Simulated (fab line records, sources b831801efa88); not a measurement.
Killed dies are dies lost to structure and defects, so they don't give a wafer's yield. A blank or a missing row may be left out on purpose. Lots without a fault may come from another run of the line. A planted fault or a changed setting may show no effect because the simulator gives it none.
Chamber matching | flow gf180mcu | GF_CONTACT_CVD_00 on hdpcvd-01: 3 sister chambers
The step deposits SiO2, target thk 300 nm, time 50 s. 3 wafers are shown with their chamber, then 7 later ones without.

WAFERS WITH THEIR CHAMBER
wafer  | chamber | sih4_flow_sccm (sccm)
L823.1 | 1       | 59.86
L828.4 | 0       | 60.23
L828.6 | 2       | 59.82

WAFERS WITHOUT THEIR CHAMBER
wafer  | sih4_flow_sccm (sccm)
L832.1 | 59.97
L832.5 | 59.94
L832.6 | 60.08
L835.1 | 59.95
L835.5 | 60.42
L835.6 | 59.79
L839.5 | 60.31

WHICH CHAMBER EACH WENT THROUGH
wafer  | from the rows above          | in truth
L832.1 | can't be placed: 1 or 2 or 0 | 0
L832.5 | can't be placed: 1 or 2 or 0 | 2
L832.6 | can't be placed: 0 or 1 or 2 | 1
L835.1 | can't be placed: 1 or 2 or 0 | 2
L835.5 | 0                            | 0
L835.6 | can't be placed: 2 or 1      | 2
L839.5 | 0                            | 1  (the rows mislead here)
Placed correctly: 1 of 7. Can't be placed from these rows: 5 (the true chamber is among the candidates in 5). Placed wrongly: 1.
How it was worked out, from the rows above alone: a wafer's distance from a chamber is the root of the sum, over the readings, of the square of ((its reading less the chamber's mean) divided by the reading's scatter). The wafer belongs to the nearest chamber; if the next one is less than 2 further off, it can't be placed. A chamber's mean is the mean of its shown wafers. The scatter: with one shown wafer a chamber, the root of the mean of the squares of how far each hidden wafer lies from its nearest shown one.
